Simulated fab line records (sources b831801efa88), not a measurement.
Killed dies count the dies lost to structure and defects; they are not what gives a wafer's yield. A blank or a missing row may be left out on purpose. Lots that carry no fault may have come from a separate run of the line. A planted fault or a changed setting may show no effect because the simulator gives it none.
Commonality check across tools + flow gf180mcu + Sample size 11 lots and 33 wafers

WHAT PROMPTED THE OPENING
Of 11 lots, 2 have the reading V1_CVD_02_THK flagged at GF_V1_THK_MEAS_03. Fault-free wafers read 845 nm, with a standard deviation of 11.
Rule: a lot is flagged when every wafer of it that has a number lies more than 4 standard deviations from that mean, or none has a number. The other lots count as sound.

| lot  | measured     | on            | V1_CVD_02_THK (nm), wafer by wafer | flag    |
|------|--------------|---------------|------------------------------------|---------|
| L397 | day 16 21:16 | film_metro-01 | 837 831 845                        |         |
| L398 | day 17 14:59 | film_metro-01 | 850 860 856                        |         |
| L399 | day 17 19:24 | film_metro-02 | 834 835 845                        |         |
| L400 | day 18 15:19 | film_metro-03 | 937 950 940                        | FLAGGED |
| L401 | day 18 20:01 | film_metro-03 | 945 933 962                        | FLAGGED |
| L402 | day 19 19:34 | film_metro-03 | 835 837 850                        |         |
| L410 | day 21 22:03 | film_metro-03 | 853 848 864                        |         |
| L411 | day 22 05:33 | film_metro-02 | 832 827 849                        |         |
| L412 | day 22 15:05 | film_metro-03 | 816 829 843                        |         |
| L413 | day 23 00:35 | film_metro-01 | 840 855 844                        |         |
| L415 | day 23 11:41 | film_metro-01 | 830 850 853                        |         |
Average over the flagged lots: 944 nm; offset from the usual +100 nm, equal to +9 standard deviations.

EACH LOT AND THE TOOL IT RAN ON
The record holds 3 process steps before the reading, out of a route of 602 steps. Cell contents, in order: the tool; ch with the chambers the sampled wafers went through; the start.
| lot  | flag    | GF_M1_SPUTTER_03             | GF_M1_METAL_ETCH_16               | GF_V1_CVD_02                    |
|------|---------|------------------------------|-----------------------------------|---------------------------------|
| L397 |         | pvd_sputter-01, day 15 22:30 | rie_metal-04 ch 0,1, day 16 20:25 | pecvd-02 ch 0,1,2, day 16 21:11 |
| L398 |         | pvd_sputter-04, day 16 14:16 | rie_metal-02 ch 0,1, day 17 14:02 | pecvd-03 ch 0,2, day 17 14:55   |
| L399 |         | pvd_sputter-01, day 16 19:30 | rie_metal-02 ch 0,1, day 17 18:28 | pecvd-03 ch 0,2, day 17 19:20   |
| L400 | FLAGGED | pvd_sputter-02, day 17 16:26 | rie_metal-04 ch 0,1, day 18 14:04 | pecvd-03 ch 0,1,2, day 18 15:14 |
| L401 | FLAGGED | pvd_sputter-01, day 17 19:44 | rie_metal-03 ch 0,1, day 18 19:05 | pecvd-03 ch 0,2, day 18 19:56   |
| L402 |         | pvd_sputter-02, day 18 18:46 | rie_metal-03 ch 0,1, day 19 18:43 | pecvd-04 ch 0,2, day 19 19:29   |
| L410 |         | pvd_sputter-04, day 20 21:32 | rie_metal-02 ch 0,1, day 21 21:13 | pecvd-03 ch 0,2, day 21 21:59   |
| L411 |         | pvd_sputter-04, day 21 05:02 | rie_metal-04 ch 0,1, day 22 04:41 | pecvd-03 ch 0,1, day 22 05:28   |
| L412 |         | pvd_sputter-01, day 21 15:07 | rie_metal-03 ch 0, day 22 14:05   | pecvd-04 ch 0,1,2, day 22 15:01 |
| L413 |         | pvd_sputter-01, day 22 00:14 | rie_metal-02 ch 0,1, day 22 23:43 | pecvd-03 ch 0,1, day 23 00:31   |
| L415 |         | pvd_sputter-01, day 22 12:12 | rie_metal-04 ch 0, day 23 10:44   | pecvd-02 ch 0,1, day 23 11:36   |
What these steps do:
- GF_M1_SPUTTER_03: material Ti, target thk 10 nm, time 6.7 s.
- GF_M1_METAL_ETCH_16: etches the open film in Cl2/BCl3, stops on SiO2, target depth 627.5 nm, time 104.6 s.
- GF_V1_CVD_02: deposits SiO2 from TEOS, target thk 850 nm, time 94.851 s.
- GF_V1_THK_MEAS_03

FLAGGED AGAINST TOTAL, ONE TOOL AT A TIME (gauges that did the reading follow at the end)
| step                | tool           | lots run | flagged | share of the flagged lots | sound lots run after its first flagged lot |
|---------------------|----------------|----------|---------|---------------------------|--------------------------------------------|
| GF_M1_SPUTTER_03    | pvd_sputter-01 | 6        | 1       | some                      | 3 (L412,L413,L415)                         |
| GF_M1_SPUTTER_03    | pvd_sputter-02 | 2        | 1       | some                      | 1 (L402)                                   |
| GF_M1_SPUTTER_03    | pvd_sputter-04 | 3        | 0       | none                      | -                                          |
| GF_M1_METAL_ETCH_16 | rie_metal-02   | 4        | 0       | none                      | -                                          |
| GF_M1_METAL_ETCH_16 | rie_metal-03   | 3        | 1       | some                      | 2 (L402,L412)                              |
| GF_M1_METAL_ETCH_16 | rie_metal-04   | 4        | 1       | some                      | 2 (L411,L415)                              |
| GF_V1_CVD_02        | pecvd-02       | 2        | 0       | none                      | -                                          |
| GF_V1_CVD_02        | pecvd-03       | 7        | 2       | all                       | 3 (L410,L411,L413)                         |
| GF_V1_CVD_02        | pecvd-04       | 2        | 0       | none                      | -                                          |
| GF_V1_THK_MEAS_03   | film_metro-01  | 4        | 0       | none                      | -                                          |
| GF_V1_THK_MEAS_03   | film_metro-02  | 2        | 0       | none                      | -                                          |
| GF_V1_THK_MEAS_03   | film_metro-03  | 5        | 2       | all                       | 3 (L402,L410,L412)                         |

WHAT IS ALLOWED BY THE TABLE
Every flagged lot went through 2 rows of the table: pecvd-03 at GF_V1_CVD_02 and film_metro-03 at GF_V1_THK_MEAS_03.
- pecvd-03 at GF_V1_CVD_02 ran 7 lots, 2 of them flagged. Sound lots ran on it after the first flagged one (L410, L411, L413), which a lasting fault on the whole tool wouldn't allow. Its own readings (rf_fwd_power_W) fall more than 4 standard deviations out on all wafers of the flagged lots.
- film_metro-03 at GF_V1_THK_MEAS_03 ran 5 lots, 2 of them flagged. Sound lots ran on it after the first flagged one (L402, L410, L412), which a lasting fault on the whole tool wouldn't allow.
None of the table's rows ran every flagged lot and, after the first, no sound lot.

WHAT THE SIMULATOR PUT IN
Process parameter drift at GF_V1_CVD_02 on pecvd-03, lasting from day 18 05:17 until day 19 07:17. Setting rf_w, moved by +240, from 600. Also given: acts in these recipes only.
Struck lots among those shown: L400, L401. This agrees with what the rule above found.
